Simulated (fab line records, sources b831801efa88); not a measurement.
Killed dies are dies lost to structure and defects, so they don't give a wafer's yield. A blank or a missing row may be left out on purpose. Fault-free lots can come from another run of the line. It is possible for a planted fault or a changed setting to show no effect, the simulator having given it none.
A lot that was struck, set against a sound lot || flow gf180mcu || 16 steps out of a route of 602
Sound: these wafers, L287.2, L287.3, L287.5. The struck wafers were L294.1, L294.3, L294.4. The cause is given at the end.
Per side, at each step with rows, come the tool, then ch with its chambers, and then its first start. Under that, the readings that differ: sound wafers || struck wafers || difference of the means || sigmas: that difference in standard deviations of wafers without a fault.
alike: readings with means less than 2 such deviations apart, plus words and numbers identical on both sides. not compared: withheld readings, readings lacking a value on some wafer, bounds such as >300 that could conceal the same value, and numbers that have no deviation in the record and whose values overlap.
A row with sigmas, a row that says differs or no value, or rows on one side alone: a step with any of these is where the two part. Numbers that have no deviation but don't overlap get no sigmas and don't part them. A reading missing from all wafers of one side parts the sides only when that side holds two or more wafers.

first, 3 steps without rows for these wafers: GF_SAB_STRIP_13 (strips in O2/N2); GF_SALICIDE_CLEAN_00 (cleans in SC1/SC2, time 150 s); GF_SALICIDE_WET_ETCH_01 (etches SiO2 in dHF, target depth 5 nm, time 100 s).
GF_SALICIDE_SPUTTER_02: material Co, target thk 10 nm, time 20 s.
  sound on pvd sputter-03, day 15 16:14; struck on pvd sputter-02, day 18 23:19
  alike: cathode dc power W, throttle valve pct
GF_SALICIDE_SPUTTER_03: material TiN, target thk 20 nm, time 16.7 s.
  sound on pvd sputter-03, day 15 16:16; struck on pvd sputter-02, day 18 23:20
  alike: cathode dc power W, throttle valve pct
GF_SALICIDE_RS_MEAS_04: the measuring method here is four-point-probe.
  sound on film metro-02, day 15 16:19; struck on film metro-01, day 18 23:22
  alike: SALICIDE_TIN_RS
GF_SALICIDE_THK_MEAS_05: measures by xrf.
  sound on film metro-02, day 15 16:26; struck on film metro-01, day 18 23:29
{"reading": "SALICIDE_TIN_THK (nm)", "sound": "20.1 19.6 19.7", "struck": "20.7 20.1 20.6", "difference": "+0.7", "sigmas": "+2"}
GF_SALICIDE_RTA_06: time 30 s.
  sound on rtp anneal-01 ch 0, day 15 16:29; struck on rtp anneal-01 ch 0, day 18 23:33
  alike: lamp power pct, wafer_temp_C_max
then, 1 step without rows for these wafers: GF_SALICIDE_WET_ETCH_07 (etches the open film in SPM, target depth 120 nm).
GF_SALICIDE_RTA_08: time 30 s.
  sound on rtp anneal-02 ch 0, day 15 16:41; struck on rtp anneal-02 ch 0, day 18 23:44
  alike: lamp power pct, wafer_temp_C_max
then, 1 step without rows for these wafers: GF_CONTACT_CVD_00 (deposits SiO2, target thk 300 nm, time 50 s).
GF_CONTACT_THK_MEAS_01:
  sound on film metro-01, day 15 16:49; struck on film metro-01, day 18 23:59
  alike: CONTACT_CVD_00_THK
GF_CONTACT_CVD_02: deposits SiO2 from TEOS, target thk 860 nm, time 95.992 s.
  sound on pecvd-01 ch 0,1, day 15 16:52; struck on pecvd-01 ch 0,1,2, day 19 00:02
{"reading": "model.SiO2_of_CONTACT_CVD_02.thk nm (nm)", "sound": "855.5 855.7 865.4", "struck": "895.7 906.7 915.8", "difference": "+47.2", "sigmas": ""}
  alike: heater power w
GF_CONTACT_THK_MEAS_03:
  sound on film metro-03, day 15 16:57; struck on film metro-03, day 19 00:07
{"reading": "CONTACT_CVD_02_THK (nm)", "sound": "856 855 866", "struck": "896 906 917", "difference": "+47", "sigmas": "+4"}
GF_CONTACT_CMP_04: polishes SiO2.
  sound on cmp-01 ch 0,1,2, day 15 17:06; struck on cmp-02 ch 0,2,3, day 19 00:10
  alike: motor current A, time to endpoint s
-- the record jumps here: 13 days lie between the struck wafers' starts before and after (it left off in module CONTACT and takes up again in module PASSIVATION, whose first step shown is number 602 of the route) --
GF_PASSIVATION_PROBE_99:
  record: rows for the struck wafers here (prober-01, day 32 03:13), none for the sound ones

WHERE THEY PART
Last at GF_PASSIVATION_PROBE_99 as far as this record goes, first at GF_SALICIDE_THK_MEAS_05.

WHY: the cause the simulator had injected
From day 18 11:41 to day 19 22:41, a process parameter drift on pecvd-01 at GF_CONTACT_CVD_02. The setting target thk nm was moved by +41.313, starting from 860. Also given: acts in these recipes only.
